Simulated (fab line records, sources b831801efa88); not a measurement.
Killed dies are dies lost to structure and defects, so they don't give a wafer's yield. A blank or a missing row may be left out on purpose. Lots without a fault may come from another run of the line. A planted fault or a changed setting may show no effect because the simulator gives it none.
Chamber matching | flow sky130 | SKY_POLY_GATE_ETCH_17 on rie_si-02: 4 sister chambers
The step etches poly-Si in HBr/Cl2, stops on SiO2, target depth 180 nm, time 70.5 s. 4 wafers are shown with their chamber, then 8 later ones without.

WAFERS WITH THEIR CHAMBER
wafer  | chamber | drypump_motor_current_A (A)
L327.5 | 2       | 5.63
L329.5 | 1       | 5.69
L329.6 | 0       | 6.21
L331.3 | 3       | 6.20

WAFERS WITHOUT THEIR CHAMBER
wafer  | drypump_motor_current_A (A)
L331.4 | 5.75
L331.6 | 6.17
L333.2 | 6.20
L333.4 | 6.20
L333.6 | 6.22
L335.1 | 5.62
L335.2 | 6.20
L335.6 | 6.18

WHICH CHAMBER EACH WENT THROUGH
wafer  | from the rows above     | in truth
L331.4 | 1                       | 1
L331.6 | can't be placed: 3 or 0 | 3
L333.2 | can't be placed: 3 or 0 | 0
L333.4 | can't be placed: 3 or 0 | 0
L333.6 | can't be placed: 0 or 3 | 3
L335.1 | 2                       | 2
L335.2 | can't be placed: 3 or 0 | 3
L335.6 | can't be placed: 3 or 0 | 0
Placed correctly: 2 of 8. Can't be placed from these rows: 6 (the true chamber is among the candidates in 6). Placed wrongly: 0.
How it was worked out, from the rows above alone: a wafer's distance from a chamber is the root of the sum, over the readings, of the square of ((its reading less the chamber's mean) divided by the reading's scatter). The wafer belongs to the nearest chamber; if the next one is less than 2 further off, it can't be placed. A chamber's mean is the mean of its shown wafers. The scatter: with one shown wafer a chamber, the root of the mean of the squares of how far each hidden wafer lies from its nearest shown one.
